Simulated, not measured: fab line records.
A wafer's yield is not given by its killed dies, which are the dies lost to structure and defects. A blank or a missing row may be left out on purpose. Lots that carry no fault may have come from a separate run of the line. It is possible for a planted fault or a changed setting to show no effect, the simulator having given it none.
Problem report in the 8D (eight disciplines) form, filled by code -- flow gf180mcu -- the parts of the form that need people (team, actions taken, sign-off) are left out

## 1. WHAT WENT WRONG
GF_STI_STRIP_15, strip-time-to-endpoint-s: mean 4.03 s over 1 wafer from 1 lot; wafers with no fault: 3.74 s, standard deviation 0.046. Measured from the usual mean, that is +6.3 standard deviations.
The step: strips in O2/N2.
The first sign was on wafer L871.4 at day 4 21:46, on plasma-asher-02. The record has a number at this step for 39 wafers belonging to 13 lots. Rule for "out" (also "out of limits"): further than 4 standard deviations from the usual mean. The other wafers with a number count as sound.

## 2. WHAT IT IS, AND WHAT IT ISN'T
question,is,is not
which readings at this step,strip-time-to-endpoint-s,"drypump-motor-current-A, heater-power-w"
which lots,L871,"L858, L859, L860, L861, L862, L863, L868, L870, L873, L876, L878, L881"
which wafers of those lots,L871.4,"L871.3, L871.6"
read on which tools,plasma-asher-02,"plasma-asher-03, plasma-asher-04"
when,from day 4 21:46,"up to then (26 sound wafers); but 12 sound wafers of L873, L876, L878, L881 came after"

## 3. WHAT RULES OUT EACH SUSPECT
Counting: if a tool at a process step up to the reading ran every lot that is out, it stays a suspect. Sound lots after the first of them don't rule it out here, since some wafers of a struck lot are sound.
- litho-track-02 at GF_STI_COAT_07 (resist thk 700 nm): kept. It ran the lot that is out, L871 (day 4 13:59).
- plasma-asher-02 at GF_STI_STRIP_15 (strips in O2/N2): kept. The lot that is out, L871, ran on it at day 4 21:46; the last sound lot it ran before that was L868, at day 4 05:35. Its own strip-time-to-endpoint-s readings are out on those wafers.
After counting, litho-track-02 at GF_STI_COAT_07 and plasma-asher-02 at GF_STI_STRIP_15 remain.

## 4. THE CAUSE (what the simulator had put in)
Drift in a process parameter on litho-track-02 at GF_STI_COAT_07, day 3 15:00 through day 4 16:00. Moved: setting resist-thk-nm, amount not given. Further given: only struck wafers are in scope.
Of the 2 suspects that counting leaves, this tool is one.

## 5. SEQUENCE OF EFFECTS, ordered by route
Each row: a reading whose mean over the struck wafers that have a number lies more than 3 standard deviations from the usual. Only readings whose record carries a usual standard deviation are examined. hours: median over the lots of the time between each lot's start at the first step of this table that gives one and its start at this step. sigmas: the change, counted in usual standard deviations.
hours,step,reading,usual,on struck wafers,change,sigmas
0,GF_STI_STRIP_15,strip-time-to-endpoint-s,3.74 s,4.03,+0.29,+6.3
It contains these process steps:
- GF_STI_STRIP_15: strips in O2/N2.
Later steps that measure or inspect, where all struck wafers having a row at the step show a number for every such reading and not one has moved that far: GF_DUAL_GATE_THK_MEAS_03, GF_HV_LDD_CD_MEAS_46.

## 6. WHAT WOULD HAVE CAUGHT IT SOONER
In this record the first reading out of limits was taken at day 4 21:46, 31 hours after the fault began at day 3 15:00.
Of the tool readings at GF_STI_COAT_07 for which the record gives a usual standard deviation, none was out on any struck wafer, so an alarm limit of 4 standard deviations on them would not have fired.
Lots out: 1; all had begun GF_STI_COAT_07 on litho-track-02 by day 4 21:46. None of them would have been spared by holding the tool at that moment.
